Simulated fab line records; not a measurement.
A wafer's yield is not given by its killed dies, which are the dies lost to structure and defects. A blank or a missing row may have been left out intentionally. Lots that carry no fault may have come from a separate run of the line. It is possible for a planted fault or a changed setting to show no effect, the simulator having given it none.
Problem report in the 8D (eight disciplines) form, filled by code ; flow sky130 ; the parts of the form that need people (team, actions taken, sign-off) are left out

## 1. WHAT WENT WRONG
Mean of runLengthS at SKY_PAD_OPEN_DEHYDRATE_00: 101.17 s across 6 wafers in 2 lots; on wafers with no fault it is 89.04 s (standard deviation 0.26). Measured from the usual mean, that is +47 standard deviations.
The step: time 60 s.
Seen first at day 48 04:59 on lithoTrack-04, wafer L532.1. Wafers with a number at this step in the record: 39, from 13 lots. Rule for "out" (also "out of limits"): further than 4 standard deviations from the usual mean. Any other wafer with a number is counted as sound.

## 2. WHAT IT IS, AND WHAT IT ISN'T
question;is;is not
which readings at this step;runLengthS;heaterPowerTotalW
which lots;L532, L534;L520, L521, L523, L524, L525, L526, L528, L529, L538, L539, L541
which wafers of those lots;all that have a number;-
read on which tools;lithoTrack-04;lithoTrack-02, lithoTrack-03
when;from day 48 04:59;"up to then (24 sound wafers); but 9 sound wafers of L538, L539, L541 came after"

## 3. THE SUSPECTS, EACH WITH WHAT RULES IT OUT
Counting: a tool at any process step up to the reading remains a suspect when it ran all the lots that are out and ran no sound lot after the first of those.
- pvdSputter-02 at SKY_METAL5_SPUTTER_04 (material TiN, target thk 70 nm, time 58.3 s): ruled out as a lasting fault. After its first lot that is out, L532 (day 46 02:49), sound lots L541 ran on it.
- lithoTrack-04 at SKY_PAD_OPEN_DEHYDRATE_00 (time 60 s): kept. All lots that are out passed through it, beginning with L532 at day 48 04:59, and no sound lot followed; its final sound lot before that point was L528 at day 47 09:07. On those wafers its own readings are out: runLengthS.
After counting, what remains is lithoTrack-04 at SKY_PAD_OPEN_DEHYDRATE_00.

## 4. THE CAUSE (what the simulator had put in)
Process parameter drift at SKY_PAD_OPEN_DEHYDRATE_00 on lithoTrack-04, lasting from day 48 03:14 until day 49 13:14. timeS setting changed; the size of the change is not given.
The count eliminated every tool but this one.

## 5. THE CHAIN OF EFFECTS, in route order
One row per reading whose mean, taken over the struck wafers that have a number, lies over 3 standard deviations from the usual. Readings are gone through only where the record gives a usual standard deviation; hours: the median, over the lots, of the time from a lot's start at the first step in this table giving one to that lot's start at this step; sigmas: the change measured in usual standard deviations.
hours;step;reading;usual;on struck wafers;change;sigmas
0;SKY_PAD_OPEN_DEHYDRATE_00;runLengthS;89.04 s;101.17;+12.13;+47
The process steps in it:
- SKY_PAD_OPEN_DEHYDRATE_00: time 60 s.

## 6. HOW IT WOULD HAVE BEEN CAUGHT EARLIER
In this record the first reading out of limits was taken at day 48 04:59, 2 hours after the fault began at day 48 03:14.
